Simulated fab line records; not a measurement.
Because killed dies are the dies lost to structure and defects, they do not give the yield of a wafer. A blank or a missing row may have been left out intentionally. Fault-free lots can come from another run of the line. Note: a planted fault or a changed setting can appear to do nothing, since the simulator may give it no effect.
What tool caused it? -- flow sky130 -- route of 708 steps, sampled at 1 step: 12 lots, 36 wafers

WHAT EACH GAUGE READ, for each wafer
SKY_PWDE_OVL_MEAS_07.
lot,measured,on,PWDE_OVL (nm)
L075,day 4 12:14,overlay-01,-1.3 -1.0 -1.4
L077,day 4 18:59,overlay-02,2.6 1.0 2.0
L079,day 5 01:58,overlay-01,0.9 0.1 1.2
L081,day 5 12:47,overlay-02,0.9 2.0 1.3
L082,day 5 20:32,overlay-02,-0.2 0.0 -1.6
L085,day 6 09:13,overlay-01,-1.1 -0.1 -1.3
L087,day 7 02:50,overlay-02,0.5 0.1 -0.4
L089,day 7 09:38,overlay-02,0.1 0.8 -0.1
L091,day 7 19:20,overlay-02,0.4 0.3 -0.6
L093,day 8 14:37,overlay-02,-0.4 1.2 0.2
L095,day 8 19:53,overlay-02,0.9 -0.3 1.3
L097,day 9 05:31,overlay-01,0.1 2.1 0.8

WHAT TOOL EACH LOT RAN ON (gives the tool, then ch and the chambers of the sampled wafers, and finally the start)
There is no process step in the record ahead of these readings.

THE ANSWER, worked out from the rows above alone
Rule: usual is defined by the lots themselves. Put in order of their means at a reading, lots are off if they are a third of the lots or fewer, leave a main group of 4 or more, and stand apart from it by a gap of 3 or more times the standard deviation of the main group's means; of several such gaps the widest counts. If all means in a main group match to the digits the tables above print for the reading, that group is not used. Also off: a lot with no number at a reading for which 4 or more lots have one. Any other lot the step has rows for is counted as sound.
Across all readings shown, no lot is off: no conclusion can be drawn from this.

WHAT WAS PUT IN BY THE SIMULATOR
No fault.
